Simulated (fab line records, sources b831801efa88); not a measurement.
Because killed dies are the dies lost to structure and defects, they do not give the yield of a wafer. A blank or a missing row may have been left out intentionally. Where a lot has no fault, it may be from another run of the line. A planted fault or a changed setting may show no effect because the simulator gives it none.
The same fault as seen by 2 desks || flow sky130 || only its own numbers are on each desk; what lay behind them is given at the end

== TOOL OWNER'S DESK, cvdW-01 ==
The tool's own readings at SKY_VIA3_CVD_21 (deposits W, target thk 390 nm, time 117.31 s): means of the sampled wafers that have a number, for each lot that ran on this tool. If a lot's mean is further than 4 standard deviations from the usual mean, the lot is out of limits and carries the mark OUT (the distance appears in the brackets).
Columns: A = chamberPressureTorr at SKY_VIA3_CVD_21, usual 40.00 Torr; B = heaterPowerW at SKY_VIA3_CVD_21, usual 820 W
{"lot": "L506", "first seen here": "day 40 00:36", "A": 40.01, "B": 873}
{"lot": "L510", "first seen here": "day 41 06:17", "A": "40.87 (+10) OUT", "B": 891}
{"lot": "L511", "first seen here": "day 41 16:08", "A": "40.77 (+9.1) OUT", "B": 869}
{"lot": "L519", "first seen here": "day 44 02:41", "A": 39.99, "B": 898}
{"lot": "L523", "first seen here": "day 45 10:46", "A": 40.06, "B": 868}
{"lot": "L525", "first seen here": "day 45 12:35", "A": 40.01, "B": 889}
{"lot": "L526", "first seen here": "day 45 18:07", "A": 39.99, "B": 872}
This desk's finding: out of limits on L510, L511; first on L510, day 41 06:17 (chamberPressureTorr at SKY_VIA3_CVD_21). In limits: L506, L519, L523, L525, L526.

== AT THE METROLOGY DESK ==
What the gauges read, lot by lot, whatever tool the lot ran on: means of the sampled wafers that have a number. If a lot's mean is further than 4 standard deviations from the usual mean, the lot is out of limits and carries the mark OUT (the distance appears in the brackets).
Columns: A = VIA3_W_RS at SKY_VIA3_RS_MEAS_22, usual 0.295 ohm/sq
{"lot": "L506", "first seen here": "day 40 00:44", "A": 0.293}
{"lot": "L510", "first seen here": "day 41 06:25", "A": 0.295}
{"lot": "L511", "first seen here": "day 41 16:16", "A": 0.290}
{"lot": "L518", "first seen here": "day 43 14:10", "A": 0.297}
{"lot": "L519", "first seen here": "day 44 02:48", "A": 0.286}
{"lot": "L520", "first seen here": "day 44 06:46", "A": 0.295}
{"lot": "L521", "first seen here": "day 44 18:30", "A": 0.296}
{"lot": "L523", "first seen here": "day 45 10:55", "A": 0.296}
{"lot": "L525", "first seen here": "day 45 12:42", "A": 0.294}
{"lot": "L526", "first seen here": "day 45 18:16", "A": 0.291}
{"lot": "L527", "first seen here": "day 45 20:20", "A": 0.298}
This desk's verdict: no lot among the 11 shows anything out of limits.

== ALL TOGETHER ==
The tool owner's desk could have raised an alarm at day 41 06:17, on L510, L511.
From the metrology desk's view, nothing was out of limits.
The metrology desk has L510, L511 on record, within its limits.
The lots listed all ran SKY_VIA3_CVD_21 on cvdW-01.

== WHAT THE SIMULATOR PUT IN ==
cvdW-01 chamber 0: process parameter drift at SKY_VIA3_CVD_21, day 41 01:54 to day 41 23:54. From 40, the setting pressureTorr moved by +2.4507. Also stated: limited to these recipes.
Struck lots among those shown: L510, L511.
Each desk's first reading out of limits, in hours after the fault started: the tool owner's desk, 4.
